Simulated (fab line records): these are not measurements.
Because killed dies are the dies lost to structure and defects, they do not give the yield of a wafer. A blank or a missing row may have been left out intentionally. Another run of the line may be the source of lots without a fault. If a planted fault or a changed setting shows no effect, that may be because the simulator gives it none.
fab line records	flow sky130
record lots=5	wafers=15	lastDay=49
route steps=708 shown CONTACT@421 METAL1@434
lots that met no fault: taken from a fault-free run of the same line
startH: hours from the record's first day to the start of the lot's first wafer shown	waitH: hours elapsed since this lot's preceding step	" repeats the value in the row above	L1.1+2: one row covering several wafers at once	- either no value or no given start	* or withheld: withheld	< > ~ a bound
route shown NAME@n: names a module that has steps shown in the file, with the first one's number in the route	usual: mean/standard deviation of fault-free wafers	same: alike in all rows	chamber/n: place in a boat	sites: per-site readings	_std_site: the standard deviation of these	_edge_site: inner sites' mean taken away from outer sites' mean	radiusMm: how far each site lies from the wafer's centre	mask NAME#n: copy n	behind: tool/chamber where the wafer was last shaped	hold: cause of the lot's hold/its duration in hours/its outcome	device: the transistor (n, p or np) that didn't switch	end of line: the tests these same wafers got at the end of their route	a step with no rows: only its recipe	killed: dies lost to structure and defects at the first sort, not the wafer's yield	map: dies across one wafer; x = killed, . = not, _ = none there
set.NAME: setting as actually run; set.NAME@STEP: the setting as run at that earlier step	model.NAME: the simulator's own value behind a step, which no gauge read
lots at some steps of the route; a table a step, a row a wafer
services: the hour from which a tool's chamber was out of use, counted from the record's first day as startH (under 0 if before that day), plus the number of hours and why
## steps
# step SKY_CONTACT_OVL_MEAS_15
# usual CONTACT_OVL=0/6.1
lot.wafer	tool	chamber	startH	waitH	CONTACT_OVL[nm]
L079.2	overlay-02	-	784.70	0.1	-1
L079.3	"	-	"	"	1
L079.4	"	-	"	"	2
L080.2	overlay-02	-	788.00	0.1	3
L080.3	"	-	"	"	2
L080.4	"	-	"	"	0
L081.1	overlay-02	-	796.70	0.1	4
L081.2	"	-	"	"	-2
L081.5	"	-	"	"	0
L084.2	overlay-02	-	822.96	0.1	4
L084.3	"	-	"	"	5
L084.4	"	-	"	"	2
L094.2	overlay-02	-	890.95	0.1	6
L094.3	"	-	"	"	2
L094.6	"	-	"	"	4
# step SKY_CONTACT_ETCH_16
# recipe chemistry=N2/H2	target=BARC	ionEnergyEv=200	sourceW=500	biasW=100	pressureMtorr=30	n2FlowSccm=100	h2FlowSccm=200	stopOn=SiO2	timeS=45.9	targetDepthA=600
# usual chamberPressureMTorr=30.002/0.028	drypumpMotorCurrentA=5.9/0.48	oesProductAu=0.855/0.0048	rfFwdPowerW=495.1/2.1	throttleValvePct=13.225/0.0092
lot.wafer	tool	chamber	startH	waitH	chamberPressureMTorr	drypumpMotorCurrentA	oesProductAu	rfFwdPowerW	rfHoursCounterH	throttleValvePct
L079.2	rieDiel-02	3	784.73	0.0	30.003	5.2	0.853	496.8	5	13.225
L079.3	"	1	"	"	29.981	6.5	0.855	495.3	3	13.223
L079.4	"	0	"	"	29.985	5.8	0.856	494.4	10	13.239
L080.2	rieDiel-02	0	788.03	0.0	29.988	5.8	0.861	493.9	10	13.233
L080.3	"	3	"	"	30.019	5.2	0.857	497.3	5	13.227
L080.4	"	1	"	"	29.956	6.5	0.853	494.1	3	13.236
L081.1	rieDiel-03	1	796.74	0.0	30.001	6.3	0.853	495.2	14	13.227
L081.2	"	0	"	"	29.987	5.3	0.858	496.4	3	13.235
L081.5	"	2	"	"	30.035	5.7	0.850	496.5	-	13.224
L084.2	rieDiel-01	3	822.99	0.0	30.010	5.2	0.850	492.2	15	13.225
L084.3	"	0	"	"	29.976	5.8	0.858	493.4	12	13.215
L084.4	"	0	"	"	30.041	5.8	0.865	492.1	-	13.218
L094.2	rieDiel-03	3	890.98	0.0	30.019	6.5	0.853	492.3	1	13.231
L094.3	"	2	"	"	30.026	5.8	0.852	495.6	26	13.225
L094.6	"	1	"	"	30.014	6.3	0.857	491.4	-	13.237
# step SKY_CONTACT_ETCH_17
# recipe target=SiO2	chemistry=C4F8/O2/Ar	stopOn=Si3N4	maskMaterial=KrF-thick	sourceW=1500	biasW=1200	pressureMtorr=40	c4f8FlowSccm=withheld	O2_flow_sccm=6	Ar_flow_sccm=300	timeS=withheld	targetDepthA=3400
# usual chamberPressureMTorr=40.00/0.035	oesProductAu=0.892/0.0051	rfFwdPowerW=1488/5.8
lot.wafer	tool	chamber	startH	waitH	chamberPressureMTorr	oesProductAu	rfFwdPowerW
L079.2	rieDiel-02	3	784.77	0.0	40.10	0.893	1497
L079.3	"	1	"	"	39.98	0.898	1482
L079.4	"	0	"	"	40.04	0.885	1484
L080.2	rieDiel-02	0	788.07	0.0	40.03	0.886	1494
L080.3	"	3	"	"	40.00	0.883	1493
L080.4	"	1	"	"	40.01	0.893	1491
L081.1	rieDiel-03	1	796.78	0.0	39.99	0.888	1479
L081.2	"	0	"	"	40.02	0.897	1487
L081.5	"	2	"	"	39.99	0.891	1483
L084.2	rieDiel-01	3	823.03	0.0	39.98	0.896	1490
L084.3	"	0	"	"	40.10	0.899	1486
L084.4	"	0	"	"	40.03	0.893	1491
L094.2	rieDiel-03	3	891.03	0.0	40.04	0.895	1494
L094.3	"	2	"	"	39.94	0.900	1492
L094.6	"	1	"	"	39.96	0.900	1489
# step SKY_CONTACT_ETCH_18
# recipe target=Si3N4	chemistry=CHF3/O2	stopOn=TiN	sourceW=600	biasW=200	pressureMtorr=40	chf3FlowSccm=50	O2_flow_sccm=5	timeS=39	targetDepthA=750
# usual O2_flow_sccm=5.001/0.013	chamberPressureMTorr=40.00/0.039	drypumpMotorCurrentA=5.9/0.47	oesProductAu=0.856/0.0077	rfFwdPowerW=594.1/2.2	throttleValvePct=8.793/0.0082
lot.wafer	tool	chamber	startH	waitH	O2_flow_sccm	chamberPressureMTorr	drypumpMotorCurrentA	oesProductAu	rfFwdPowerW	rfHoursCounterH	throttleValvePct
L079.2	rieDiel-02	3	-	-	4.993	40.03	5.2	0.861	595.6	5	8.794
L079.3	"	1	"	"	5.001	39.98	6.5	0.854	591.0	3	8.790
L079.4	"	0	"	"	5.000	40.06	5.8	0.854	592.2	10	8.792
L080.2	rieDiel-02	0	-	-	4.976	40.02	5.9	0.846	593.8	10	8.793
L080.3	"	3	"	"	5.008	39.99	5.2	0.853	592.2	5	8.793
L080.4	"	1	"	"	5.003	40.03	6.5	0.852	593.5	4	8.798
L081.1	rieDiel-03	1	-	-	5.021	40.04	6.2	0.844	591.8	14	8.793
L081.2	"	0	"	"	5.009	40.01	5.3	0.850	591.6	3	8.807
L081.5	"	2	"	"	4.979	40.01	5.8	0.851	596.7	-	8.797
L084.2	rieDiel-01	3	-	-	5.008	40.05	5.1	0.854	590.8	15	8.796
L084.3	"	0	"	"	4.988	39.96	5.8	0.846	592.8	12	8.785
L084.4	"	0	"	"	5.029	39.98	5.8	0.863	593.5	-	8.805
L094.2	rieDiel-03	3	-	-	4.996	39.93	6.5	0.848	593.7	1	8.791
L094.3	"	2	"	"	4.992	39.93	5.8	0.847	595.3	26	8.796
L094.6	"	1	"	"	5.006	40.01	6.3	0.861	592.1	-	8.797
# step SKY_CONTACT_STRIP_19
# recipe chemistry=O2/N2	powerW=1400	pressureMtorr=1500	platenTempC=withheld	o2FlowSccm=3000	n2FlowSccm=300	overashFraction=0.5
# usual chamberPressureMTorr=1500.2/1.2	drypumpMotorCurrentA=5.5/0.51	o2FlowSccm=2999/8.6	oesProductAu=0.381/0.0046	stripTimeToEndpointS=3.627/0.026
lot.wafer	tool	chamber	startH	waitH	chamberPressureMTorr	drypumpMotorCurrentA	o2FlowSccm	oesProductAu	rfHoursCounterH	stripTimeToEndpointS
L079.2	plasmaAsher-02	0	784.86	-	1499.5	5.5	3015	0.384	94	3.643
L079.3	"	0	"	"	1498.9	5.5	3018	0.386	-	3.633
L079.4	"	1	"	"	1500.5	4.8	2995	0.388	-	3.624
L080.2	plasmaAsher-04	1	788.16	-	1498.9	5.8	3001	0.382	37	3.656
L080.3	"	0	"	"	1502.2	5.4	2991	0.384	-	3.655
L080.4	"	1	"	"	1500.8	5.8	3013	0.385	-	3.661
L081.1	plasmaAsher-04	1	796.87	-	1499.7	5.8	3005	0.382	38	3.617
L081.2	"	0	"	"	1500.9	5.4	3013	0.374	38	3.635
L081.5	"	0	"	"	1499.9	5.4	3000	0.378	-	3.634
L084.2	plasmaAsher-02	0	823.12	-	1502.0	5.4	2996	0.374	99	3.612
L084.3	"	0	"	"	1498.8	5.4	2988	0.375	-	3.619
L084.4	"	1	"	"	1501.0	4.7	2987	0.376	-	3.608
L094.2	plasmaAsher-02	1	891.12	-	1501.3	4.8	2996	0.378	106	3.605
L094.3	"	1	"	"	1499.7	4.8	3004	0.387	-	3.609
L094.6	"	1	"	"	1498.9	4.8	2997	0.387	-	3.608
# step SKY_CONTACT_STRIP_20
# recipe chemistry=postEtchResidueRemover	timeS=1200	tempC=72.5
# usual bathHeatDutyPct=14.5/2.3
lot.wafer	tool	chamber	startH	waitH	bathHeatDutyPct
L079.2	wetBench-02	3	784.96	0.1	14.0
L079.3	"	3	"	"	14.7
L079.4	"	3	"	"	14.6
L080.2	wetBench-04	3	788.26	0.1	12.7
L080.3	"	3	"	"	13.0
L080.4	"	3	"	"	15.0
L081.1	wetBench-04	3	796.97	0.1	12.4
L081.2	"	3	"	"	13.8
L081.5	"	3	"	"	13.9
L084.2	wetBench-04	0	823.22	0.1	15.8
L084.3	"	0	"	"	14.9
L084.4	"	0	"	"	16.6
L094.2	wetBench-02	2	891.22	0.1	13.9
L094.3	"	2	"	"	15.8
L094.6	"	2	"	"	13.7
# step SKY_CONTACT_CLEAN_21
# recipe chemistry=IPA	timeS=180	tempC=25
# usual bathHeatDutyPct=6.6/1.1
lot.wafer	tool	chamber	startH	waitH	bathHeatDutyPct
L079.2	wetBench-01	0	785.31	0.0	6.8
L079.3	"	0	"	"	6.5
L079.4	"	0	"	"	7.0
L080.2	wetBench-04	2	788.61	0.0	3.9
L080.3	"	2	"	"	4.1
L080.4	"	2	"	"	4.2
L081.1	wetBench-01	0	797.66	0.0	6.5
L081.2	"	0	"	"	7.4
L081.5	"	0	"	"	6.0
L084.2	wetBench-01	1	823.59	0.0	6.2
L084.3	"	1	"	"	7.3
L084.4	"	1	"	"	6.7
L094.2	wetBench-04	2	891.59	0.0	4.4
L094.3	"	2	"	"	4.5
L094.6	"	2	"	"	5.1
# step SKY_CONTACT_CLEAN_22
# recipe chemistry=O3/DIW	dry=n2Spin
lot.wafer	tool	chamber	startH	waitH
L079.2+3+4	wetBench-04	3	785.36	0.0
L080.2+3+4	wetBench-02	3	788.66	0.0
L081.1+2+5	wetBench-02	1	797.72	0.0
L084.2+3+4	wetBench-02	3	823.65	0.0
L094.2+3+6	wetBench-01	0	891.65	0.0
# step SKY_CONTACT_SPUTTER_23
# recipe material=TiN	targetThkNm=20	chamberPressurePa=5	powerW=4000	timeS=80
# usual throttleValvePct=30.2/1.2
lot.wafer	tool	chamber	startH	waitH	throttleValvePct
L079.2	pvdSputter-01	-	785.46	0.0	31.7
L079.3	"	-	"	"	30.6
L079.4	"	-	"	"	28.8
L080.2	pvdSputter-02	-	788.76	0.0	29.6
L080.3	"	-	"	"	30.2
L080.4	"	-	"	"	28.8
L081.1	pvdSputter-01	-	797.82	0.0	30.3
L081.2	"	-	"	"	28.6
L081.5	"	-	"	"	29.9
L084.2	pvdSputter-04	-	823.75	0.0	29.2
L084.3	"	-	"	"	32.7
L084.4	"	-	"	"	29.7
L094.2	pvdSputter-01	-	891.74	0.0	28.6
L094.3	"	-	"	"	30.1
L094.6	"	-	"	"	29.8
# step SKY_CONTACT_CVD_24
# recipe material=W	targetThkNm=340	timeS=102.12	tempC=400	pressureTorr=40
# usual heaterPowerOuterW=586/63	heaterPowerW=938/49
lot.wafer	tool	chamber	startH	waitH	heaterPowerOuterW	heaterPowerW
L079.2	cvdW-02	0	785.52	0.0	512	885
L079.3	"	0	"	"	509	867
L079.4	"	1	"	"	590	959
L080.2	cvdW-02	0	788.82	0.0	519	881
L080.3	"	0	"	"	518	901
L080.4	"	1	"	"	607	912
L081.1	cvdW-01	1	797.89	0.0	677	1026
L081.2	"	0	"	"	545	883
L081.5	"	0	"	"	543	896
L084.2	cvdW-01	1	823.81	0.0	703	1019
L084.3	"	1	"	"	702	1010
L084.4	"	0	"	"	541	891
L094.2	cvdW-02	1	891.80	0.0	624	962
L094.3	"	1	"	"	596	966
L094.6	"	0	"	"	530	903
# step SKY_CONTACT_RS_MEAS_25
# recipe thkMeasGauge=four-point-probe	reads=W_of_CONTACT_CVD_24+TiN_of_CONTACT_SPUTTER_23
# usual CONTACT_W_RS=0.336/0.0048
lot.wafer	tool	chamber	startH	waitH	CONTACT_W_RS[ohm/sq]
L079.2	filmMetro-01	-	785.65	0.1	0.338
L079.3	"	-	"	"	0.341
L079.4	"	-	"	"	0.331
L080.2	filmMetro-03	-	788.95	0.1	0.340
L080.3	"	-	"	"	0.339
L080.4	"	-	"	"	0.334
L081.1	filmMetro-01	-	798.00	0.1	0.340
L081.2	"	-	"	"	0.330
L081.5	"	-	"	"	0.331
L084.2	filmMetro-01	-	823.94	0.1	0.333
L084.3	"	-	"	"	0.331
L084.4	"	-	"	"	0.329
L094.2	filmMetro-03	-	891.93	0.1	0.340
L094.3	"	-	"	"	0.339
L094.6	"	-	"	"	0.344
# step SKY_CONTACT_THK_MEAS_26
# recipe thkMeasGauge=xrf	reads=W_of_CONTACT_CVD_24
# usual CONTACT_W_THK=345/6.8
lot.wafer	tool	chamber	startH	waitH	CONTACT_W_THK[nm]
L079.2	filmMetro-01	-	785.76	0.1	336
L079.3	"	-	"	"	333
L079.4	"	-	"	"	341
L080.2	filmMetro-03	-	789.06	0.1	345
L080.3	"	-	"	"	344
L080.4	"	-	"	"	353
L081.1	filmMetro-01	-	798.12	0.1	339
L081.2	"	-	"	"	347
L081.5	"	-	"	"	346
L084.2	filmMetro-01	-	824.05	0.1	342
L084.3	"	-	"	"	343
L084.4	"	-	"	"	347
L094.2	filmMetro-03	-	892.04	0.1	346
L094.3	"	-	"	"	348
L094.6	"	-	"	"	343
# step SKY_CONTACT_CMP_27
# recipe stopOn=SiO2	tOverpolishS=15	downForcePsi=3.5	platenRpm=60	targetThkNm=0	padVelocityMS=0.94248
# usual motorCurrentA=11.3/0.82	overpolishRunS=15.000/0.01	timeToEndpointS=82.5/2.4
lot.wafer	tool	chamber	startH	waitH	motorCurrentA	overpolishRunS	timeToEndpointS
L079.2	cmp-02	0	785.81	0.0	11.0	14.998	79.1
L079.4	"	2	"	"	12.7	14.993	82.1
L079.3	"	3	"	"	12.2	14.993	78.3
L080.3	cmp-02	0	789.11	0.0	10.7	15.027	78.9
L080.2	"	2	"	"	13.2	14.998	79.4
L080.4	"	3	"	"	11.6	15.002	85.0
L081.2	cmp-01	0	798.18	0.0	11.2	15.009	85.1
L081.1	"	3	"	"	11.1	14.998	81.1
L081.5	"	0	"	"	11.2	14.995	82.8
L084.2	cmp-01	0	824.10	0.0	11.1	14.983	80.2
L084.4	"	1	"	"	10.5	15.000	80.9
L084.3	"	3	"	"	11.3	15.005	79.0
L094.3	cmp-02	2	892.09	0.0	12.1	15.003	83.2
L094.2	"	3	"	"	12.2	14.999	87.5
L094.6	"	2	"	"	12.4	15.015	83.7
# step SKY_METAL1_SPUTTER_00
# recipe material=Ti	targetThkNm=15	powerW=3000	timeS=10	chamberPressurePa=0.4
# usual throttleValvePct=29.7/1.1
lot.wafer	tool	chamber	startH	waitH	throttleValvePct
L079.2	pvdSputter-02	-	786.11	0.2	29.8
L079.3	"	-	"	"	30.1
L079.4	"	-	"	"	28.6
L080.2	pvdSputter-01	-	789.41	0.1	30.0
L080.3	"	-	"	"	28.6
L080.4	"	-	"	"	30.3
L081.1	pvdSputter-01	-	798.48	0.1	30.0
L081.2	"	-	"	"	31.6
L081.5	"	-	"	"	31.5
L084.2	pvdSputter-03	-	824.40	0.2	29.7
L084.3	"	-	"	"	29.9
L084.4	"	-	"	"	30.4
L094.2	pvdSputter-01	-	892.39	0.2	28.5
L094.3	"	-	"	"	30.0
L094.6	"	-	"	"	28.8
# step SKY_METAL1_SPUTTER_01
# recipe material=TiN	targetThkNm=20	powerW=6500	timeS=16.7	chamberPressurePa=0.4
# usual throttleValvePct=29.8/1.1
lot.wafer	tool	chamber	startH	waitH	throttleValvePct
L079.2	pvdSputter-02	-	786.13	0.0	29.8
L079.3	"	-	"	"	30.1
L079.4	"	-	"	"	28.9
L080.2	pvdSputter-01	-	789.43	0.0	30.1
L080.3	"	-	"	"	28.9
L080.4	"	-	"	"	30.4
L081.1	pvdSputter-01	-	798.50	0.0	30.0
L081.2	"	-	"	"	31.5
L081.5	"	-	"	"	31.6
L084.2	pvdSputter-03	-	824.42	0.0	29.9
L084.3	"	-	"	"	29.7
L084.4	"	-	"	"	29.9
L094.2	pvdSputter-01	-	892.41	0.0	28.2
L094.3	"	-	"	"	30.1
L094.6	"	-	"	"	28.5
# step SKY_METAL1_SPUTTER_02
# recipe material=AlCu	targetThkNm=250	powerW=10600	timeS=13.3	chamberPressurePa=0.4
# usual throttleValvePct=29.8/1
lot.wafer	tool	chamber	startH	waitH	throttleValvePct
L079.2	pvdSputter-02	-	786.16	0.0	29.6
L079.3	"	-	"	"	30.2
L079.4	"	-	"	"	28.6
L080.2	pvdSputter-01	-	789.46	0.0	29.8
L080.3	"	-	"	"	28.3
L080.4	"	-	"	"	30.8
L081.1	pvdSputter-01	-	798.52	0.0	30.3
L081.2	"	-	"	"	31.6
L081.5	"	-	"	"	31.7
L084.2	pvdSputter-03	-	824.44	0.0	29.8
L084.3	"	-	"	"	30.0
L084.4	"	-	"	"	29.8
L094.2	pvdSputter-01	-	892.44	0.0	28.4
L094.3	"	-	"	"	30.0
L094.6	"	-	"	"	28.4
# step SKY_METAL1_SPUTTER_03
# recipe material=Ti	targetThkNm=5	powerW=3000	timeS=3.3	chamberPressurePa=0.4
# usual throttleValvePct=29.7/1
lot.wafer	tool	chamber	startH	waitH	throttleValvePct
L079.2	pvdSputter-02	-	786.18	0.0	29.4
L079.3	"	-	"	"	30.0
L079.4	"	-	"	"	28.8
L080.2	pvdSputter-01	-	789.48	0.0	29.9
L080.3	"	-	"	"	28.5
L080.4	"	-	"	"	30.5
L081.1	pvdSputter-01	-	798.55	0.0	29.9
L081.2	"	-	"	"	31.2
L081.5	"	-	"	"	31.4
L084.2	pvdSputter-03	-	824.47	0.0	29.9
L084.3	"	-	"	"	29.8
L084.4	"	-	"	"	30.0
L094.2	pvdSputter-01	-	892.46	0.0	28.4
L094.3	"	-	"	"	30.1
L094.6	"	-	"	"	28.5
# step SKY_METAL1_SPUTTER_04
# recipe material=TiN	targetThkNm=70	powerW=6500	timeS=58.3	chamberPressurePa=0.4
# usual throttleValvePct=29.7/1
lot.wafer	tool	chamber	startH	waitH	throttleValvePct
L079.2	pvdSputter-02	-	786.20	0.0	29.8
L079.3	"	-	"	"	30.1
L079.4	"	-	"	"	28.6
L080.2	pvdSputter-01	-	789.50	0.0	29.8
L080.3	"	-	"	"	28.4
L080.4	"	-	"	"	30.7
L081.1	pvdSputter-01	-	798.57	0.0	29.9
L081.2	"	-	"	"	31.4
L081.5	"	-	"	"	31.6
L084.2	pvdSputter-03	-	824.49	0.0	29.9
L084.3	"	-	"	"	29.9
L084.4	"	-	"	"	30.0
L094.2	pvdSputter-01	-	892.48	0.0	28.6
L094.3	"	-	"	"	30.2
L094.6	"	-	"	"	28.8
# step SKY_METAL1_RS_MEAS_05
# recipe thkMeasGauge=four-point-probe	reads=TiN_of_METAL1_SPUTTER_04+Ti_of_METAL1_SPUTTER_03+AlCu_of_METAL1_SPUTTER_02+TiN_of_METAL1_SPUTTER_01+Ti_of_METAL1_SPUTTER_00
# usual METAL1_ALCU_RS=0.1268/0.0013
lot.wafer	tool	chamber	startH	waitH	METAL1_ALCU_RS[ohm/sq]
L079.2	filmMetro-01	-	786.27	0.0	0.1273
L079.3	"	-	"	"	0.1288
L079.4	"	-	"	"	0.1278
L080.2	filmMetro-03	-	789.57	0.0	0.1294
L080.3	"	-	"	"	0.1283
L080.4	"	-	"	"	0.1284
L081.1	filmMetro-01	-	798.62	0.0	0.1261
L081.2	"	-	"	"	0.1254
L081.5	"	-	"	"	0.1260
L084.2	filmMetro-04	-	824.56	0.0	0.1273
L084.3	"	-	"	"	0.1278
L084.4	"	-	"	"	0.1270
L094.2	filmMetro-03	-	892.55	0.0	0.1281
L094.3	"	-	"	"	0.1290
L094.6	"	-	"	"	0.1284
# step SKY_METAL1_THK_MEAS_06
# recipe thkMeasGauge=xrf	reads=AlCu_of_METAL1_SPUTTER_02
# usual METAL1_ALCU_THK=254/3.1
lot.wafer	tool	chamber	startH	waitH	METAL1_ALCU_THK[nm]
L079.2	filmMetro-01	-	786.38	0.1	254
L079.3	"	-	"	"	252
L079.4	"	-	"	"	253
L080.2	filmMetro-03	-	789.68	0.1	250
L080.3	"	-	"	"	252
L080.4	"	-	"	"	252
L081.1	filmMetro-01	-	798.74	0.1	251
L081.2	"	-	"	"	256
L081.5	"	-	"	"	254
L084.2	filmMetro-04	-	824.67	0.1	252
L084.3	"	-	"	"	251
L084.4	"	-	"	"	251
L094.2	filmMetro-03	-	892.66	0.1	251
L094.3	"	-	"	"	247
L094.6	"	-	"	"	248
# step SKY_METAL1_DEHYDRATE_07
# recipe tempC=200	timeS=60
lot.wafer	tool	chamber	startH	waitH
L079.2+3+4	lithoTrack-04	0	799.01	12.6
L080.2+3+4	lithoTrack-04	0	802.66	13.0
L081.1+2+5	lithoTrack-01	0	810.53	11.8
L084.2+3+4	lithoTrack-02	0	836.84	12.2
L094.2+3+6	lithoTrack-01	0	905.00	12.3
# step SKY_METAL1_HMDS_08
# recipe primeTimeS=60	primeTempC=120
lot.wafer	tool	chamber	startH	waitH
L079.2+3+4	lithoTrack-04	0	799.16	0.1
L080.2+3+4	lithoTrack-04	0	802.81	0.1
L081.1+2+5	lithoTrack-01	0	810.68	0.1
L084.2+3+4	lithoTrack-02	0	836.99	0.1
L094.2+3+6	lithoTrack-01	0	905.15	0.1
# step SKY_METAL1_COAT_09
# recipe resist=BARC	tempC=withheld	timeS=withheld	spinRpm=3000	resistThkNm=60
lot.wafer	tool	chamber	startH	waitH
L079.2+3+4	lithoTrack-04	0	799.31	0.1
L080.2+3+4	lithoTrack-04	0	802.96	0.1
L081.1+2+5	lithoTrack-01	0	810.83	0.1
L084.2+3+4	lithoTrack-02	0	837.14	0.1
L094.2+3+6	lithoTrack-01	0	905.30	0.1
# step SKY_METAL1_COAT_10
# recipe resist=KrF-thick	spinRpm=3000	resistThkNm=450
lot.wafer	tool	chamber	startH	waitH
L079.2+3+4	lithoTrack-04	0	-	-
L080.2+3+4	lithoTrack-04	0	-	-
L081.1+2+5	lithoTrack-01	0	-	-
L084.2+3+4	lithoTrack-02	0	-	-
L094.2+3+6	lithoTrack-01	0	-	-
# step SKY_METAL1_SOFTBAKE_11
# recipe tempC=100.6	timeS=90	resist=KrF-thick
lot.wafer	tool	chamber	startH	waitH
L079.2+3+4	lithoTrack-04	0	-	-
L080.2+3+4	lithoTrack-04	0	-	-
L081.1+2+5	lithoTrack-01	0	-	-
L084.2+3+4	lithoTrack-02	0	-	-
L094.2+3+6	lithoTrack-01	0	-	-
# step SKY_METAL1_EXPOSE_12
# recipe maskId=MM1	na=0.8	sourceShape=annular	sigmaInner=0.55	sigmaOuter=0.85	targetCdNm=140	doseMj=28
# same na=0.8
lot.wafer	tool	chamber	startH	waitH	mask
L079.2+3+4	krfScanner-01	0	-	-	MM1#0
L080.2+3+4	krfScanner-01	0	-	-	MM1#0
L081.1+2+5	krfScanner-01	0	-	-	MM1#0
L084.2+3+4	krfScanner-01	0	-	-	MM1#0
L094.2+3+6	krfScanner-02	0	-	-	MM1#0
# step SKY_METAL1_PEB_13
# recipe pebTempC=withheld	pebTimeS=withheld	resist=KrF-thick
lot.wafer	tool	chamber	startH	waitH
L079.2+3+4	lithoTrack-02	0	-	-
L080.2+3+4	lithoTrack-01	0	-	-
L081.1+2+5	lithoTrack-04	0	-	-
L084.2+3+4	lithoTrack-01	0	-	-
L094.2+3+6	lithoTrack-01	0	-	-
# step SKY_METAL1_DEVELOP_14
# recipe developTimeS=60	resist=KrF-thick	devTempC=21
# same developTimeS=60
lot.wafer	tool	chamber	startH	waitH
L079.2+3+4	lithoTrack-02	0	-	-
L080.2+3+4	lithoTrack-01	0	-	-
L081.1+2+5	lithoTrack-04	0	-	-
L084.2+3+4	lithoTrack-01	0	-	-
L094.2+3+6	lithoTrack-01	0	-	-
# step SKY_METAL1_CD_MEAS_15
# recipe targetCdNm=140
# usual cdNm=139.8/1.5
lot.wafer	tool	chamber	startH	waitH	cdNm
L079.2	cdSem-01	-	812.59	-	142.8
L079.3	"	-	"	"	140.5
L079.4	"	-	"	"	141.6
L080.2	cdSem-01	-	815.90	-	141.8
L080.3	"	-	"	"	141.6
L080.4	"	-	"	"	141.2
L081.1	cdSem-01	-	824.68	-	142.3
L081.2	"	-	"	"	142.9
L081.5	"	-	"	"	141.6
L084.2	cdSem-02	-	850.90	-	141.0
L084.3	"	-	"	"	141.9
L084.4	"	-	"	"	141.5
L094.2	cdSem-01	-	917.30	-	137.6
L094.3	"	-	"	"	137.7
L094.6	"	-	"	"	138.0
# step SKY_METAL1_OVL_MEAS_16
# usual METAL1_OVL=0/5.8
lot.wafer	tool	chamber	startH	waitH	METAL1_OVL[nm]
L079.2	overlay-02	-	812.69	0.1	-2
L079.3	"	-	"	"	2
L079.4	"	-	"	"	-2
L080.2	overlay-02	-	816.00	0.1	7
L080.3	"	-	"	"	6
L080.4	"	-	"	"	6
L081.1	overlay-02	-	824.80	0.1	-7
L081.2	"	-	"	"	6
L081.5	"	-	"	"	-5
L084.2	overlay-02	-	851.00	0.1	3
L084.3	"	-	"	"	5
L084.4	"	-	"	"	2
L094.2	overlay-01	-	917.40	0.1	6
L094.3	"	-	"	"	-2
L094.6	"	-	"	"	-5
# step SKY_METAL1_DESCUM_17
# recipe chemistry=O2	sourcePowerW=150	biasPowerW=0	pressureMtorr=10	tempC=40	timeS=8
# usual chamberPressureMTorr=10.000/0.0093	drypumpMotorCurrentA=5.7/0.5	oesProductAu=1.000/0.0076	rfFwdPowerW=147.0/0.78
lot.wafer	tool	chamber	startH	waitH	chamberPressureMTorr	drypumpMotorCurrentA	oesProductAu	rfFwdPowerW	rfHoursCounterH
L079.2	rieMetal-04	1	812.72	0.0	9.988	5.7	0.994	147.4	0
L079.3	"	1	"	"	10.001	5.6	0.987	146.6	-
L079.4	"	0	"	"	10.004	6.2	0.997	147.0	-
L080.2	rieMetal-01	0	816.04	0.0	9.996	5.6	1.016	145.9	-
L080.3	"	0	"	"	10.003	5.6	1.010	146.6	-
L080.4	"	0	"	"	10.009	5.6	1.013	146.7	-
L081.1	rieMetal-04	1	824.84	0.0	9.983	5.7	1.001	145.4	1
L081.2	"	0	"	"	10.004	6.2	1.007	147.5	7
L081.5	"	0	"	"	10.021	6.1	0.987	147.9	-
L084.2	rieMetal-03	1	851.04	0.0	9.997	4.9	0.999	146.8	-
L084.3	"	1	"	"	10.013	4.9	1.015	147.4	-
L084.4	"	1	"	"	10.004	4.9	1.006	146.5	-
L094.2	rieMetal-01	1	917.44	0.0	10.007	6.3	1.001	147.7	-
L094.3	"	1	"	"	10.003	6.3	0.996	147.8	-
L094.6	"	1	"	"	10.011	6.3	0.985	147.3	-
# step SKY_METAL1_ETCH_18
# recipe chemistry=N2/H2	target=BARC	ionEnergyEv=200	biasW=100	pressureMtorr=30	n2FlowSccm=100	h2FlowSccm=200	icpW=500	stopOn=SiO2	timeS=45.9	targetDepthA=600
# usual chamberPressureMTorr=29.997/0.028	drypumpMotorCurrentA=5.7/0.5	oesProductAu=0.855/0.0051	rfFwdPowerW=495.1/2	throttleValvePct=13.225/0.0091
lot.wafer	tool	chamber	startH	waitH	chamberPressureMTorr	drypumpMotorCurrentA	oesProductAu	rfFwdPowerW	rfHoursCounterH	throttleValvePct
L079.2	rieMetal-04	1	812.75	0.0	29.977	5.7	0.847	493.0	0	13.232
L079.3	"	1	"	"	30.006	5.6	0.856	493.3	-	13.228
L079.4	"	0	"	"	29.969	6.2	0.864	493.9	-	13.220
L080.2	rieMetal-01	0	816.12	0.1	30.028	5.6	0.855	494.7	-	13.214
L080.3	"	0	"	"	30.018	5.6	0.858	491.7	-	13.234
L080.4	"	0	"	"	29.976	5.6	0.856	492.5	-	13.227
L081.1	rieMetal-04	1	824.87	0.0	29.975	5.7	0.857	493.8	1	13.233
L081.2	"	0	"	"	29.988	6.2	0.850	494.9	7	13.243
L081.5	"	0	"	"	29.987	6.2	0.855	496.7	-	13.237
L084.2	rieMetal-03	1	851.12	0.1	30.012	4.9	0.855	497.6	-	13.205
L084.3	"	1	"	"	30.015	4.9	0.847	495.4	-	13.227
L084.4	"	1	"	"	29.973	4.9	0.855	497.3	-	13.222
L094.2	rieMetal-01	1	917.52	0.1	30.034	6.3	0.854	498.2	-	13.227
L094.3	"	1	"	"	30.034	6.3	0.850	498.2	-	13.237
L094.6	"	1	"	"	29.989	6.3	0.844	495.7	-	13.223
## services
tool	chamber	startH	hours	kind
krfScanner-01	-	761.04	1.3	pm
krfScanner-01	-	768.38	1.0	repair
rieDiel-03	2	772.57	9.7	repair
rieMetal-01	0	772.95	2.7	repair
krfScanner-01	-	773.12	1.0	pm
rieDiel-03	3	782.22	5.8	repair
pvdSputter-01	-	788.58	0.5	repair
rieDiel-03	0	802.44	6.3	repair
rieDiel-03	-	807.39	2.8	pm
rieMetal-01	1	812.80	4.0	repair
krfScanner-01	-	829.38	0.9	repair
pvdSputter-01	-	830.83	1.4	repair
rieDiel-02	1	832.84	94.7	repair
rieMetal-01	-	841.49	2.8	pm
pvdSputter-03	-	845.76	13.7	repair
pvdSputter-02	-	852.41	1.9	repair
krfScanner-01	-	857.24	0.8	pm
rieDiel-02	-	860.32	0.8	repair
rieDiel-02	2	866.85	11.0	repair
wetBench-04	-	875.32	0.5	repair
rieDiel-02	2	881.82	2.3	repair
pvdSputter-02	-	891.42	2.8	repair
rieDiel-02	2	906.61	9.9	repair
rieMetal-04	-	912.26	0.7	repair
## key
fault none
